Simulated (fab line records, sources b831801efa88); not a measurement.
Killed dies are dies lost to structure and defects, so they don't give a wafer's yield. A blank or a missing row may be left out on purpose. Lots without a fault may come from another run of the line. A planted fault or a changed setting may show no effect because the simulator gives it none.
Which tool did it? | flow gf180mcu | 6 lots, 18 wafers sampled, at 2 steps of a route of 602

WHAT THE GAUGES READ, wafer by wafer
GF_NSD_CD_MEAS_07: target cd 400 nm.
lot  | measured     | on        | cd_nm (nm)
L537 | day 13 21:12 | cd_sem-01 | 399.8 400.2 400.2
L545 | day 17 02:29 | cd_sem-02 | 386.5 385.7 385.5 386.8 385.3 385.5
L548 | day 17 22:52 | cd_sem-01 | 386.1 385.2 385.3 386.0 384.8 385.3
L552 | day 19 07:27 | cd_sem-01 | 403.3 404.3 402.9
L557 | day 20 23:43 | cd_sem-01 | 402.5 401.7 402.8
L558 | day 21 10:44 | cd_sem-02 | 403.3 404.2 403.7

WHICH TOOL RAN EACH LOT (tool, then ch and the chambers of the sampled wafers, then the start)
lot  | GF_NSD_COAT_02
L537 | litho_track-01 ch 0, day 13 10:40
L545 | litho_track-03 ch 0, day 16 15:03
L548 | litho_track-03 ch 0, day 17 11:07
L552 | litho_track-01 ch 0, day 18 19:30
L557 | litho_track-04 ch 0, day 20 11:38
L558 | litho_track-01 ch 0, day 20 22:42
- GF_NSD_COAT_02: resist thk 1000 nm.

THE ANSWER, worked out from the rows above alone
Rule: what is usual is taken from the lots themselves. Put in order of their means at a reading, lots are off if they are a third of the lots or fewer, leave a main group of 4 or more, and stand apart from it by a gap of 3 or more times the standard deviation of the main group's means; of several such gaps the widest counts. A main group whose means are all the same, to the digits that the tables above print for the reading, isn't used. A lot without any number at a reading at which 4 lots or more have one is off too. The other lots that the step has rows for count as sound.
Off: L545, L548, at GF_NSD_CD_MEAS_07 (cd_nm). The main group: mean 402.4 nm, standard deviation 1.5.
A tool fits if, at a process step before that reading, it ran every lot that is off, and no sound lot after the first of them. The gauges at GF_NSD_CD_MEAS_07 are tried like those tools. One fits: litho_track-03 at GF_NSD_COAT_02. It ran no sound lot before its first lot that is off in this sample, so the start can't be narrowed down.

WHAT THE SIMULATOR HAD PUT IN
Process parameter drift: litho_track-03, from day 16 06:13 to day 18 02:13, at GF_NSD_COAT_02. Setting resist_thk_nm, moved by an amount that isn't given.
Lots struck among those shown: L545, L548. The rule above found the same.
